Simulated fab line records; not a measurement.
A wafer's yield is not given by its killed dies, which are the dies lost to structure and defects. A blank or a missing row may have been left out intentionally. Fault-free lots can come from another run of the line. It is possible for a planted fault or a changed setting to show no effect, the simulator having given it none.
Matching of chambers | flow gf180mcu | GF_V3_ETCH_16 on rieDiel-03: 4 sister chambers
The step etches BARC in N2/H2. 4 wafers are shown with their chamber, then 7 later ones without.

== WAFERS, EACH WITH ITS CHAMBER ==
wafer  | chamber | drypumpMotorCurrentA (A)
L250.5 | 1       | 4.7
L252.3 | 0       | 5.5
L262.1 | 2       | 5.6
L262.3 | 3       | 5.3

== WAFERS WITH NO CHAMBER GIVEN ==
wafer  | drypumpMotorCurrentA (A)
L262.4 | 4.7
L269.1 | 5.5
L269.2 | 5.2
L269.3 | 5.6
L271.2 | 5.2
L271.4 | 5.6
L271.6 | 5.6

== WHICH CHAMBER EACH WENT THROUGH ==
wafer  | from the rows above     | in truth
L262.4 | 1                       | 1
L269.1 | can't be placed: 0 or 2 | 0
L269.2 | 3                       | 3
L269.3 | can't be placed: 2 or 0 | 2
L271.2 | 3                       | 3
L271.4 | can't be placed: 2 or 0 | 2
L271.6 | can't be placed: 2 or 0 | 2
Placed correctly: 3 of 7. From these rows, 4 cannot be placed; in 4 the true chamber is one of the candidates. Number placed wrongly: 0.
How it was worked out, from the rows above alone: a wafer's distance from a chamber is the root of the sum, over the readings, of the square of ((its reading less the chamber's mean) divided by the reading's scatter). The wafer belongs to the nearest chamber; if the next one is less than 2 further off, it can't be placed. The mean given for a chamber averages the wafers shown for that chamber. The scatter: root of mean squared gap, hidden wafer to nearest shown wafer, with one shown wafer a chamber.
